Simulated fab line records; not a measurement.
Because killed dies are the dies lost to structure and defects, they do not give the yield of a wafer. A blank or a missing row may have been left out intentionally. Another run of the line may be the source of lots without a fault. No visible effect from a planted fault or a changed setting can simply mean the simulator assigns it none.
What tool caused it? / flow gf180mcu / 45 wafers from 15 lots sampled at 4 of the route's 602 steps

== WHAT EACH GAUGE READ, for each wafer ==
GF_CONTACT_BOW_MEAS_05.
lot=L378; measured=day 15 01:46; on=film-metro-04; CONTACT_BOW (um)=67 64 56
lot=L380; measured=day 15 19:08; on=film-metro-04; CONTACT_BOW (um)=65 65 66
lot=L381; measured=day 16 00:43; on=film-metro-02; CONTACT_BOW (um)=76 68 60
lot=L382; measured=day 16 15:52; on=film-metro-02; CONTACT_BOW (um)=63 54 62
lot=L383; measured=day 16 21:32; on=film-metro-01; CONTACT_BOW (um)=67 70 72
lot=L384; measured=day 17 08:25; on=film-metro-04; CONTACT_BOW (um)=59 74 69
lot=L387; measured=day 18 14:30; on=film-metro-01; CONTACT_BOW (um)=66 77 58
lot=L389; measured=day 19 08:22; on=film-metro-04; CONTACT_BOW (um)=59 70 66
lot=L391; measured=day 19 20:56; on=film-metro-02; CONTACT_BOW (um)=65 54 66
lot=L392; measured=day 20 08:22; on=film-metro-02; CONTACT_BOW (um)=67 67 53
lot=L393; measured=day 20 14:13; on=film-metro-04; CONTACT_BOW (um)=63 67 66
lot=L394; measured=day 20 23:13; on=film-metro-01; CONTACT_BOW (um)=69 72 77
lot=L395; measured=day 21 05:43; on=film-metro-01; CONTACT_BOW (um)=63 70 80
lot=L396; measured=day 21 12:28; on=film-metro-04; CONTACT_BOW (um)=73 66 70
lot=L397; measured=day 22 01:17; on=film-metro-01; CONTACT_BOW (um)=68 59 52

== WHAT TOOL EACH LOT RAN ON (gives the tool, then ch and the chambers of the sampled wafers, and finally the start) ==
lot=L378; GF_STI_PEB_10=litho-track-04 ch 0, day 2 02:08; GF_SAB_CVD_00=pecvd-04 ch 0,1,2, day 14 02:58; GF_SALICIDE_RTA_06=rtp-anneal-01 ch 0, day 15 00:56
lot=L380; GF_STI_PEB_10=litho-track-03 ch 0, day 2 11:17; GF_SAB_CVD_00=pecvd-03 ch 0,1,2, day 14 20:01; GF_SALICIDE_RTA_06=rtp-anneal-01 ch 0, day 15 18:07
lot=L381; GF_STI_PEB_10=litho-track-02 ch 0, day 2 16:11; GF_SAB_CVD_00=pecvd-02 ch 0,1,2, day 15 01:37; GF_SALICIDE_RTA_06=rtp-anneal-02 ch 0, day 15 23:53
lot=L382; GF_STI_PEB_10=litho-track-02 ch 0, day 2 22:56; GF_SAB_CVD_00=pecvd-03 ch 0,1, day 15 15:49; GF_SALICIDE_RTA_06=rtp-anneal-01 ch 0, day 16 14:54
lot=L383; GF_STI_PEB_10=litho-track-02 ch 0, day 3 03:11; GF_SAB_CVD_00=pecvd-04 ch 0,1,2, day 15 21:25; GF_SALICIDE_RTA_06=rtp-anneal-02 ch 0, day 16 20:38
lot=L384; GF_STI_PEB_10=litho-track-04 ch 0, day 3 07:05; GF_SAB_CVD_00=pecvd-04 ch 0,1, day 16 08:37; GF_SALICIDE_RTA_06=rtp-anneal-01 ch 0, day 17 07:35
lot=L387; GF_STI_PEB_10=litho-track-04 ch 0, day 3 23:43; GF_SAB_CVD_00=pecvd-03 ch 0,2, day 17 13:37; GF_SALICIDE_RTA_06=rtp-anneal-01 ch 0, day 18 13:40
lot=L389; GF_STI_PEB_10=litho-track-04 ch 0, day 4 11:54; GF_SAB_CVD_00=pecvd-02 ch 0,2, day 18 06:43; GF_SALICIDE_RTA_06=rtp-anneal-02 ch 0, day 19 07:32
lot=L391; GF_STI_PEB_10=litho-track-03 ch 0, day 4 19:54; GF_SAB_CVD_00=pecvd-03 ch 0,1, day 18 19:43; GF_SALICIDE_RTA_06=rtp-anneal-01 ch 0, day 19 20:07
lot=L392; GF_STI_PEB_10=litho-track-03 ch 0, day 5 00:20; GF_SAB_CVD_00=pecvd-02 ch 0,2, day 19 07:19; GF_SALICIDE_RTA_06=rtp-anneal-01 ch 0, day 20 07:32
lot=L393; GF_STI_PEB_10=litho-track-04 ch 0, day 5 06:14; GF_SAB_CVD_00=pecvd-03 ch 0,1, day 19 12:07; GF_SALICIDE_RTA_06=rtp-anneal-01 ch 0, day 20 13:02
lot=L394; GF_STI_PEB_10=litho-track-03 ch 0, day 5 12:10; GF_SAB_CVD_00=pecvd-04 ch 0,1,2, day 19 22:07; GF_SALICIDE_RTA_06=rtp-anneal-01 ch 0, day 20 22:17
lot=L395; GF_STI_PEB_10=litho-track-03 ch 0, day 5 16:32; GF_SAB_CVD_00=pecvd-04 ch 1,2, day 20 04:49; GF_SALICIDE_RTA_06=rtp-anneal-02 ch 0, day 21 04:53
lot=L396; GF_STI_PEB_10=litho-track-03 ch 0, day 5 21:43; GF_SAB_CVD_00=pecvd-04 ch 0,2, day 20 11:16; GF_SALICIDE_RTA_06=rtp-anneal-01 ch 0, day 21 11:38
lot=L397; GF_STI_PEB_10=litho-track-04 ch 0, day 6 03:08; GF_SAB_CVD_00=pecvd-02 ch 0,1, day 21 00:15; GF_SALICIDE_RTA_06=rtp-anneal-02 ch 0, day 22 00:27
- GF_STI_PEB_10: peb time 90 s.
- GF_SAB_CVD_00: deposits SiO2 from TEOS, target thk 50 nm, time 4.9302 s.
- GF_SALICIDE_RTA_06: time 30 s.

== AS READ BY THE TOOLS THEMSELVES (means over the sampled wafers that have a number; for cases with no such wafer, the mark the record gives instead) ==
GF_STI_PEB_10.
lot=L378; tool=litho-track-04; heater-power-total-W (W)=85.75
lot=L380; tool=litho-track-03; heater-power-total-W (W)=85.65
lot=L381; tool=litho-track-02; heater-power-total-W (W)=85.76
lot=L382; tool=litho-track-02; heater-power-total-W (W)=85.60
lot=L383; tool=litho-track-02; heater-power-total-W (W)=85.64
lot=L384; tool=litho-track-04; heater-power-total-W (W)=85.70
lot=L387; tool=litho-track-04; heater-power-total-W (W)=85.75
lot=L389; tool=litho-track-04; heater-power-total-W (W)=85.76
lot=L391; tool=litho-track-03; heater-power-total-W (W)=85.68
lot=L392; tool=litho-track-03; heater-power-total-W (W)=85.69
lot=L393; tool=litho-track-04; heater-power-total-W (W)=85.65
lot=L394; tool=litho-track-03; heater-power-total-W (W)=87.98
lot=L395; tool=litho-track-03; heater-power-total-W (W)=87.94
lot=L396; tool=litho-track-03; heater-power-total-W (W)=87.91
lot=L397; tool=litho-track-04; heater-power-total-W (W)=85.68

GF_SAB_CVD_00.
lot=L378; tool=pecvd-04; heater-power-w (W)=617
lot=L380; tool=pecvd-03; heater-power-w (W)=629
lot=L381; tool=pecvd-02; heater-power-w (W)=641
lot=L382; tool=pecvd-03; heater-power-w (W)=711
lot=L383; tool=pecvd-04; heater-power-w (W)=605
lot=L384; tool=pecvd-04; heater-power-w (W)=659
lot=L387; tool=pecvd-03; heater-power-w (W)=593
lot=L389; tool=pecvd-02; heater-power-w (W)=587
lot=L391; tool=pecvd-03; heater-power-w (W)=735
lot=L392; tool=pecvd-02; heater-power-w (W)=595
lot=L393; tool=pecvd-03; heater-power-w (W)=664
lot=L394; tool=pecvd-04; heater-power-w (W)=672
lot=L395; tool=pecvd-04; heater-power-w (W)=596
lot=L396; tool=pecvd-04; heater-power-w (W)=617
lot=L397; tool=pecvd-02; heater-power-w (W)=699

GF_SALICIDE_RTA_06.
lot=L378; tool=rtp-anneal-01; anneal-temp-c-max=532.3; lamp-power-pct (%)=5.2; wafer_temp_C_max=531.6
lot=L380; tool=rtp-anneal-01; anneal-temp-c-max=532.8; lamp-power-pct (%)=5.2; wafer_temp_C_max=531.9
lot=L381; tool=rtp-anneal-02; anneal-temp-c-max=531.3; lamp-power-pct (%)=6.8; wafer_temp_C_max=532.8
lot=L382; tool=rtp-anneal-01; anneal-temp-c-max=531.8; lamp-power-pct (%)=5.2; wafer_temp_C_max=531.8
lot=L383; tool=rtp-anneal-02; anneal-temp-c-max=531.8; lamp-power-pct (%)=6.8; wafer_temp_C_max=533.9
lot=L384; tool=rtp-anneal-01; anneal-temp-c-max=532.5; lamp-power-pct (%)=5.2; wafer_temp_C_max=532.1
lot=L387; tool=rtp-anneal-01; anneal-temp-c-max=532.1; lamp-power-pct (%)=5.2; wafer_temp_C_max=532.1
lot=L389; tool=rtp-anneal-02; anneal-temp-c-max=531.2; lamp-power-pct (%)=6.8; wafer_temp_C_max=533.2
lot=L391; tool=rtp-anneal-01; anneal-temp-c-max=531.9; lamp-power-pct (%)=5.2; wafer_temp_C_max=532.0
lot=L392; tool=rtp-anneal-01; anneal-temp-c-max=532.8; lamp-power-pct (%)=5.2; wafer_temp_C_max=532.0
lot=L393; tool=rtp-anneal-01; anneal-temp-c-max=532.1; lamp-power-pct (%)=5.2; wafer_temp_C_max=532.0
lot=L394; tool=rtp-anneal-01; anneal-temp-c-max=532.2; lamp-power-pct (%)=5.2; wafer_temp_C_max=531.9
lot=L395; tool=rtp-anneal-02; anneal-temp-c-max=531.6; lamp-power-pct (%)=6.8; wafer_temp_C_max=533.2
lot=L396; tool=rtp-anneal-01; anneal-temp-c-max=532.2; lamp-power-pct (%)=5.2; wafer_temp_C_max=531.2
lot=L397; tool=rtp-anneal-02; anneal-temp-c-max=531.6; lamp-power-pct (%)=6.8; wafer_temp_C_max=533.5

== THE ANSWER, worked out from the rows above alone ==
Rule: the usual values come from the lots themselves. The widest of any qualifying gaps counts: lots, ordered by their means at a reading, are off when they make up no more than a third of the lots, leave a main group of 4 or more, and stand apart from it by 3 or more times the standard deviation of that group's means. The tables above print the reading to a certain number of digits; a main group whose means all agree to those digits is not used. Also off: a lot with no number at a reading for which 4 or more lots have one. All remaining lots with rows at the step are treated as sound. The gauges are gone through in route order, then the tools' own readings, and for those a lot's mean is taken as printed above. At the first step where some lot is off, the reading lying furthest off is the one used; lots without a number count as furthest.
Off at GF_STI_PEB_10 (heater-power-total-W): L394, L395, L396. The main group: mean 85.69 W, standard deviation 0.051.
If a tool, at that step or one of the process steps before it, ran each lot that is off and ran no sound lot following the first of them, it fits. One fits: litho-track-03 at GF_STI_PEB_10. Its last sound lot is L392 (day 5 00:20), its first lot that is off L394 (day 5 12:10): a fault that began between those two fits.
On the lots that are off, the tool's own readings at GF_STI_PEB_10 differ by more than 5 times the standard deviation of the sound lots' means, which bears it out; heater-power-total-W reads 87.94 W there versus 85.69 W on the sound lots.

== WHAT THE SIMULATOR HAD INSERTED ==
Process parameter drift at GF_STI_PEB_10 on litho-track-03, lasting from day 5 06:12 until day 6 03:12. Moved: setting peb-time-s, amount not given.
Shown lots that were struck: L394, L395, L396. The rule given above showed the same thing.
